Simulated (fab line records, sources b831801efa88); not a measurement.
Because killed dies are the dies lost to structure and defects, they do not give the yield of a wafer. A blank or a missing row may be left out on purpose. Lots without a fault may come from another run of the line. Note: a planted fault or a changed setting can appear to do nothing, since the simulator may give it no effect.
fab line records | flow sky130
record: lots: 6 | wafers: 18 | last-day: 50
route steps=708 shown METAL5@680 PASSIVATION@681
lots that met no fault: from a run of the same line without faults
start-h: hours from the record's opening day to when the first of the lot's shown wafers began | wait-h: how many hours have passed since the lot's step before this one | " same as the row above | L1.1+2: one row covering several wafers at once | - no value, or no start was given | * or withheld: withheld | < > ~ a bound
route shown NAME@n: a module of which the file shows steps, and the number in the route of the first | usual: mean/standard deviation taken from wafers without a fault | same: alike in all rows | chamber/n: place in a boat | sites: readings site by site | _std_site: how widely they spread, as a standard deviation | _edge_site: inner sites' mean taken away from outer sites' mean | radius-mm: for every site, how far away it sits from the centre of the wafer | mask NAME#n: copy n | behind: the most recent tool/chamber to have shaped the wafer | hold: why the lot went on hold/how many hours it stayed there/how the hold came to an end | device: whichever transistor did not switch (one of n, p or np) | end of line: the same wafers' tests at the end of the route | for a step that has no rows: nothing shown but its recipe | killed: the dies lost at the first sort to structure and to defects; this is not the yield of the wafer | map: the dies of a wafer, with x for killed, . for not killed, _ for no die there
set.NAME: the setting as run; set.NAME@STEP: as run at that earlier step | model.NAME: the simulator's own value behind a step, which no gauge read
certain route steps with their lots: each step a table, each wafer a row
services: when a tool's chamber went out of use (start-h, in hours from the record's first day, below 0 if earlier), for how many hours, and the reason
== steps ==
step: SKY_METAL5_CLEAN_19
recipe: chemistry: O3/DIW | dry: n2-spin
step: SKY_PASSIVATION_CVD_00
recipe: material: SiO2 | target-thk-nm: 90 | temp-c: 400 | time-s: withheld | rf-w: 621.2
usual: heater-power-w: 649/83
lot.wafer | tool     | chamber | start-h | wait-h | heater-power-w
L324.2    | pecvd-04 | 2       | 1068.71 | 0.0    | 657
L324.4    | "        | 2       | "       | "      | 651
L324.6    | "        | 0       | "       | "      | 830
L328.1    | pecvd-04 | 0       | 1068.89 | 0.0    | 831
L328.4    | "        | 0       | "       | "      | 660
L328.6    | "        | 1       | "       | "      | 626
L337.1    | pecvd-04 | 1       | 1115.24 | 0.0    | 689
L337.2    | "        | 2       | "       | "      | 683
L337.5    | "        | 1       | "       | "      | 718
L336.2    | pecvd-01 | 0       | 1115.79 | 0.0    | 748
L336.3    | "        | 1       | "       | "      | 579
L336.6    | "        | 2       | "       | "      | 623
L346.1    | pecvd-03 | 1       | 1157.27 | 0.0    | 605
L346.2    | "        | 2       | "       | "      | 597
L346.4    | "        | 0       | "       | "      | 553
L347.1    | pecvd-04 | 2       | 1160.28 | 0.0    | 747
L347.3    | "        | 0       | "       | "      | 705
L347.5    | "        | 2       | "       | "      | 777
step: SKY_PASSIVATION_THK_MEAS_01
recipe: reads: SiO2_of_PASSIVATION_CVD_00
usual: PASSIVATION_CVD_00_THK: 91.3/1.1
lot.wafer | tool          | chamber | start-h | wait-h | PASSIVATION_CVD_00_THK[nm]
L324.2    | film-metro-01 | -       | 1068.74 | -      | 89.7
L324.4    | "             | -       | "       | "      | 92.1
L324.6    | "             | -       | "       | "      | 92.5
L328.1    | film-metro-04 | -       | 1068.91 | -      | 89.9
L328.4    | "             | -       | "       | "      | 92.5
L328.6    | "             | -       | "       | "      | 92.3
L337.1    | film-metro-03 | -       | 1115.27 | -      | 91.0
L337.2    | "             | -       | "       | "      | 90.2
L337.5    | "             | -       | "       | "      | 92.1
L336.2    | film-metro-04 | -       | 1115.83 | -      | 90.5
L336.3    | "             | -       | "       | "      | 89.3
L336.6    | "             | -       | "       | "      | 92.1
L346.1    | film-metro-03 | -       | 1157.29 | -      | 90.3
L346.2    | "             | -       | "       | "      | 90.7
L346.4    | "             | -       | "       | "      | 89.5
L347.1    | film-metro-04 | -       | 1160.30 | -      | 89.9
L347.3    | "             | -       | "       | "      | 91.3
L347.5    | "             | -       | "       | "      | 91.7
step: SKY_PASSIVATION_CVD_02
recipe: material: Si3N4 | target-thk-nm: 540 | temp-c: 400 | time-s: withheld | rf-w: 450
usual: heater-power-w: 701/85
lot.wafer | tool     | chamber | start-h | wait-h | heater-power-w
L324.2    | pecvd-01 | 1       | 1068.79 | 0.0    | 678
L324.4    | "        | 1       | "       | "      | 687
L324.6    | "        | 1       | "       | "      | 535
L328.1    | pecvd-04 | 2       | 1068.97 | 0.1    | 742
L328.4    | "        | 2       | "       | "      | 770
L328.6    | "        | 1       | "       | "      | 667
L337.1    | pecvd-03 | 0       | 1115.33 | 0.1    | 622
L337.2    | "        | 2       | "       | "      | 618
L337.5    | "        | 0       | "       | "      | 647
L336.2    | pecvd-04 | 2       | 1115.88 | 0.0    | 692
L336.3    | "        | 1       | "       | "      | 757
L336.6    | "        | 0       | "       | "      | 833
L346.1    | pecvd-01 | 2       | 1157.35 | 0.1    | 690
L346.2    | "        | 0       | "       | "      | 746
L346.4    | "        | 1       | "       | "      | 633
L347.1    | pecvd-03 | 1       | 1160.36 | 0.1    | 718
L347.3    | "        | 0       | "       | "      | 541
L347.5    | "        | 1       | "       | "      | 566
step: SKY_PASSIVATION_THK_MEAS_03
recipe: reads: Si3N4_of_PASSIVATION_CVD_02
usual: PASSIVATION_CVD_02_THK: 542/6.8
lot.wafer | tool          | chamber | start-h | wait-h | PASSIVATION_CVD_02_THK[nm]
L324.2    | film-metro-03 | -       | 1069.14 | -      | 541
L324.4    | "             | -       | "       | "      | 551
L324.6    | "             | -       | "       | "      | 545
L328.1    | film-metro-04 | -       | 1069.20 | -      | 536
L328.4    | "             | -       | "       | "      | 546
L328.6    | "             | -       | "       | "      | 553
L337.1    | film-metro-03 | -       | 1115.55 | -      | 552
L337.2    | "             | -       | "       | "      | 548
L337.5    | "             | -       | "       | "      | 556
L336.2    | film-metro-01 | -       | 1116.11 | -      | 528
L336.3    | "             | -       | "       | "      | 538
L336.6    | "             | -       | "       | "      | 538
L346.1    | film-metro-04 | -       | 1157.58 | -      | 537
L346.2    | "             | -       | "       | "      | 540
L346.4    | "             | -       | "       | "      | 545
L347.1    | film-metro-04 | -       | 1160.59 | -      | 540
L347.3    | "             | -       | "       | "      | 541
L347.5    | "             | -       | "       | "      | 546
step: SKY_PASSIVATION_DEHYDRATE_04
recipe: temp-c: 200 | time-s: 60
step: SKY_PASSIVATION_HMDS_05
recipe: prime-time-s: 60 | prime-temp-c: 120
step: SKY_PASSIVATION_COAT_06
recipe: spin-rpm: 2000 | resist-thk-nm: 3000
step: SKY_PASSIVATION_SOFTBAKE_07
recipe: temp-c: 110 | time-s: withheld
step: SKY_PASSIVATION_EXPOSE_08
recipe: mask-id: NSM | target-cd-nm: 3000 | na: 0.57 | dose-mj: 260
step: SKY_PASSIVATION_PEB_09
recipe: temp-c: 115 | time-s: withheld
step: SKY_PASSIVATION_DEVELOP_10
recipe: develop-time-s: 60 | dev-temp-c: 23
step: SKY_PASSIVATION_ETCH_11
recipe: chemistry: CF4/O2 | target-depth-nm: 725 | stop-on: AlCu | source-w: 800 | bias-w: 150 | pressure-mtorr: 150 | cf4-flow-sccm: 80 | O2_flow_sccm: 10 | time-s: 161.1
usual: O2_flow_sccm: 10.000/0.029 | bias-w: 150.0/0.43 | drypump-motor-current-A: 5.9/0.53 | oes-product-au: 0.979/0.0071 | throttle-valve-pct: 5.964/0.0089
lot.wafer | tool        | chamber | start-h | wait-h | O2_flow_sccm | bias-w | drypump-motor-current-A | oes-product-au | rf-hours-counter-h | throttle-valve-pct | model.coat_of_PASSIVATION_COAT_06.thk-nm
L324.2    | rie-diel-02 | 0       | 1091.36 | -      | 9.993        | 149.5  | 6.2                     | 0.982          | 14                 | 5.961              | 2522
L324.4    | "           | 2       | "       | "      | 10.056       | 149.7  | 4.9                     | 0.988          | 19                 | 5.959              | 2524
L324.6    | "           | 0       | "       | "      | 9.980        | 149.5  | 6.1                     | 0.982          | -                  | 5.968              | 2521
L328.1    | rie-diel-03 | 2       | 1091.37 | -      | 10.035       | 149.5  | 5.4                     | 0.974          | 21                 | 5.963              | 2529
L328.4    | "           | 1       | "       | "      | 9.969        | 149.6  | 5.6                     | 0.982          | 5                  | 5.980              | 2524
L328.6    | "           | 2       | "       | "      | 10.034       | 149.3  | 5.4                     | 0.991          | -                  | 5.969              | 2538
L337.1    | rie-diel-02 | 1       | 1134.78 | -      | -            | -      | -                       | -              | -                  | -                  | 3003
L337.2    | "           | 0       | "       | "      | -            | -      | -                       | -              | -                  | -                  | 3009
L337.5    | "           | 2       | "       | "      | -            | -      | -                       | -              | -                  | -                  | 3005
L336.2    | rie-diel-02 | 0       | 1135.48 | -      | -            | -      | -                       | -              | -                  | -                  | 3004
L336.3    | "           | 3       | "       | "      | -            | -      | -                       | -              | -                  | -                  | 3022
L336.6    | "           | 0       | "       | "      | -            | -      | -                       | -              | -                  | -                  | 3010
L346.1    | rie-diel-02 | 2       | 1175.06 | -      | 9.991        | 150.2  | 4.9                     | 0.977          | 22                 | 5.942              | 2521
L346.2    | "           | 3       | "       | "      | 10.004       | 150.0  | 6.3                     | 0.986          | 15                 | 5.972              | 2502
L346.4    | "           | 0       | "       | "      | 10.000       | 150.4  | 6.1                     | 0.981          | 17                 | 5.965              | 2520
L347.1    | rie-diel-03 | 0       | 1177.37 | -      | 9.981        | 150.4  | 5.7                     | 0.980          | 10                 | 5.959              | 2506
L347.3    | "           | 1       | "       | "      | 10.008       | 149.6  | 5.6                     | 0.984          | 8                  | 5.963              | 2519
L347.5    | "           | 3       | "       | "      | 9.995        | 150.6  | 5.8                     | 0.982          | -                  | 5.966              | 2532
step: SKY_PASSIVATION_STRIP_12
recipe: chemistry: O2/N2 | power-w: 1400 | pressure-mtorr: 1500 | platen-temp-c: withheld | overash-fraction: 0.7 | o2-flow-sccm: 3000 | n2-flow-sccm: 300
usual: drypump-motor-current-A: 5.7/0.37 | n2-flow-sccm: 300.0/0.96 | oes-product-au: 0.661/0.0044 | strip-time-to-endpoint-s: 31.57/0.14
lot.wafer | tool            | chamber | start-h | wait-h | drypump-motor-current-A | n2-flow-sccm | oes-product-au | rf-hours-counter-h | strip-time-to-endpoint-s
L324.2    | plasma-asher-03 | 1       | 1091.47 | 0.1    | 5.3                     | 298.8        | 0.656          | 94                 | 31.59
L324.4    | "               | 0       | "       | "      | 6.0                     | 300.4        | 0.655          | -                  | 31.62
L324.6    | "               | 1       | "       | "      | 5.3                     | 299.8        | 0.660          | -                  | 31.58
L328.1    | plasma-asher-04 | 0       | 1091.48 | 0.1    | 5.6                     | 299.1        | 0.657          | 34                 | 31.67
L328.4    | "               | 0       | "       | "      | 5.6                     | 298.5        | 0.656          | -                  | 31.62
L328.6    | "               | 0       | "       | "      | 5.6                     | 299.6        | 0.660          | -                  | 31.78
L337.1    | plasma-asher-02 | 0       | 1134.89 | 0.1    | 5.3                     | 298.8        | 0.664          | 7                  | 37.00
L337.2    | "               | 1       | "       | "      | 6.2                     | 299.1        | 0.662          | 7                  | 37.06
L337.5    | "               | 0       | "       | "      | 5.3                     | 299.0        | 0.662          | -                  | 37.03
L336.2    | plasma-asher-03 | 0       | 1135.59 | 0.1    | 6.0                     | 298.6        | 0.669          | 99                 | 36.99
L336.3    | "               | 1       | "       | "      | 5.3                     | 299.3        | 0.663          | -                  | 37.22
L336.6    | "               | 1       | "       | "      | 5.3                     | 299.6        | 0.667          | -                  | 37.10
L346.1    | plasma-asher-04 | 0       | 1175.17 | 0.1    | 5.6                     | 299.5        | 0.664          | 40                 | 31.58
L346.2    | "               | 1       | "       | "      | 6.0                     | 300.3        | 0.660          | 40                 | 31.35
L346.4    | "               | 1       | "       | "      | 6.0                     | 300.5        | 0.660          | -                  | 31.56
L347.1    | plasma-asher-02 | 0       | 1177.48 | 0.1    | 5.3                     | 298.7        | 0.660          | 11                 | 31.39
L347.3    | "               | 0       | "       | "      | 5.3                     | 299.2        | 0.661          | -                  | 31.56
L347.5    | "               | 1       | "       | "      | 6.2                     | 300.4        | 0.660          | -                  | 31.70
== services ==
tool            | chamber | start-h | hours | kind
plasma-asher-02 | -       | 1045.17 | 1.2   | repair
plasma-asher-02 | -       | 1055.25 | 9.0   | pm
plasma-asher-02 | 0       | 1055.25 | 9.0   | vent-cycle
plasma-asher-02 | 1       | 1055.25 | 9.0   | vent-cycle
pecvd-04        | 0       | 1057.48 | 2.1   | scheduled-down
pecvd-01        | -       | 1062.72 | 1.1   | repair
plasma-asher-02 | 0       | 1064.25 | -     | clean
plasma-asher-02 | 1       | 1064.25 | -     | clean
pecvd-01        | 2       | 1066.84 | 5.5   | scheduled-down
pecvd-03        | 2       | 1068.29 | 5.0   | scheduled-down
pecvd-04        | -       | 1092.02 | 2.8   | pm
pecvd-04        | 2       | 1102.62 | 4.1   | repair
rie-diel-03     | -       | 1103.90 | 1.2   | repair
pecvd-03        | 0       | 1120.83 | 2.1   | scheduled-down
rie-diel-02     | 3       | 1121.16 | 12.8  | repair
plasma-asher-04 | -       | 1127.74 | 14.6  | pm
pecvd-01        | 0       | 1160.59 | 2.1   | scheduled-down
rie-diel-03     | 2       | 1162.14 | 12.0  | repair
pecvd-04        | 1       | 1164.22 | 5.0   | scheduled-down
pecvd-03        | 2       | 1171.33 | 6.3   | repair
== key ==
first-sign: step: SKY_PASSIVATION_ETCH_11 | reading: tool-record | direction: missing
effect: step: SKY_PASSIVATION_STRIP_12 | reading: strip-time-to-endpoint-s | direction: up | sigmas: 39 | usual: * | struck: *
model-effect: step: SKY_PASSIVATION_ETCH_11 | value: coat_of_PASSIVATION_COAT_06.thk-nm | without: 2524 | struck: 3009
met-at SKY_PASSIVATION_ETCH_11
struck-wafers L336.2,L336.3,L336.6,L337.1,L337.2,L337.5
later-rows-left-out L336.2,L336.3,L336.6,L337.1,L337.2,L337.5
sort-left-out L336.2,L336.3,L336.6,L337.1,L337.2,L337.5
onset-between 1091.36 1134.78
fault: kind: skipped-step-whole | tool: rie-diel-02 | chamber: - | onset-h: 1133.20 | steps: SKY_PASSIVATION_ETCH_11 | scope: struck-lots-only
sort-left-out: the simulated sort isn't trusted on such a fault, so these wafers' sort isn't shown, and their yield isn't known
later-rows-left-out: the simulator's readings of these wafers behind a module that went badly wrong aren't trusted and aren't shown, but for the sort
